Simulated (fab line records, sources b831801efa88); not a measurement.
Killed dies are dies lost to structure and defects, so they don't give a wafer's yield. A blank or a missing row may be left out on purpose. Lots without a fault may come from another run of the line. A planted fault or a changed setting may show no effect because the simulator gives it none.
Problem report in the 8D (eight disciplines) form, filled by code | flow sfq_line | the parts of the form that need people (team, actions taken, sign-off) are left out

1. THE PROBLEM
run_length_s at SFQ_TRILAYER_I2_VIA_BARC_OPEN_VIA_ETCH_096 reads a mean of 78.9 s on 2 wafers of 2 lots; wafers without a fault read 70.1 s with a standard deviation of 0.43. That is +20 standard deviations from the usual mean.
The step: etches BARC in O2, target depth 125 nm, time 41.7 s.
First seen on wafer L106.3, day 30 18:17, on rie_diel-01. The record holds 18 wafers of 6 lots with a number at this step. Rule for "out", or "out of limits": more than 4 standard deviations from the usual mean. The other wafers with a number count as sound.

2. WHAT IT IS AND WHAT IT IS NOT
question                    | is                           | is not
which readings at this step | run_length_s, oes_product_au | drypump_motor_current_A
which lots                  | L106, L107                   | L110, L111, L998, L999
which wafers of those lots  | L106.3, L107.1               | L106.2, L106.6, L107.3, L107.5
read on which tools         | rie_diel-01                  | rie_diel-03, rie_diel-04
when                        | from day 30 18:17            | up to then (8 sound wafers); but 8 sound wafers of L107, L110, L111 came after

3. SUSPECTS, AND WHAT RULES EACH OUT
Counting: a tool at a process step up to the reading stays a suspect if it ran every lot that is out. Sound lots after the first of them don't rule it out here, since some wafers of a struck lot are sound.
- cmp-01 at SFQ_TRILAYER_I2_CMP_CMP_064 (polishes SiO2): kept. It ran every lot that is out, first L106 (day 24 18:40); its last sound lot up to then is L999 (day 21 01:34).
- rie_diel-01 at SFQ_TRILAYER_I2_VIA_BARC_OPEN_VIA_ETCH_096 (etches BARC in O2, target depth 125 nm, time 41.7 s): kept. It ran every lot that is out, first L106 (day 30 18:17); its last sound lot up to then is L999 (day 27 09:22). Its own readings are out on those wafers: oes_product_au, run_length_s.
- Within cmp-01 at SFQ_TRILAYER_I2_CMP_CMP_064: the wafers that are out ran in chamber 0; their sound lot-mates ran in chambers 1, 2, 3.
- Within rie_diel-01 at SFQ_TRILAYER_I2_VIA_BARC_OPEN_VIA_ETCH_096: the wafers that are out ran in chamber 2; their sound lot-mates ran in chambers 0, 1, 3.
Left after counting: cmp-01 at SFQ_TRILAYER_I2_CMP_CMP_064, rie_diel-01 at SFQ_TRILAYER_I2_VIA_BARC_OPEN_VIA_ETCH_096.

4. THE CAUSE (what the simulator had put in)
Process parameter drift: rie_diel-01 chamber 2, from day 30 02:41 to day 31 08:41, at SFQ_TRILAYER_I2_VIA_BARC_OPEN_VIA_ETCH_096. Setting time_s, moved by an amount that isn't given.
Counting left 2 suspects, and this tool is among them.

5. THE CHAIN OF EFFECTS, in route order
Each row: a reading whose mean over the struck wafers that have a number lies more than 3 standard deviations from the usual. Only readings for which the record gives a usual standard deviation are gone through. hours: the time from each lot's start at the first step in this table that gives one to its start at this step, as a median over the lots. sigmas: the change in usual standard deviations.
hours | step                                       | reading        | usual      | on struck wafers | change | sigmas
0     | SFQ_TRILAYER_I2_VIA_BARC_OPEN_VIA_ETCH_096 | oes_product_au | 0.685 a.u. | 0.629            | -0.056 | -13
0     | SFQ_TRILAYER_I2_VIA_BARC_OPEN_VIA_ETCH_096 | run_length_s   | 70.1 s     | 78.9             | +8.8   | +20
The process steps in it:
- SFQ_TRILAYER_I2_VIA_BARC_OPEN_VIA_ETCH_096: etches BARC in O2, target depth 125 nm, time 41.7 s.

6. WHAT WOULD HAVE CAUGHT IT SOONER
In this record the first reading out of limits was taken at day 30 18:17, 16 hours after the fault began at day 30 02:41.
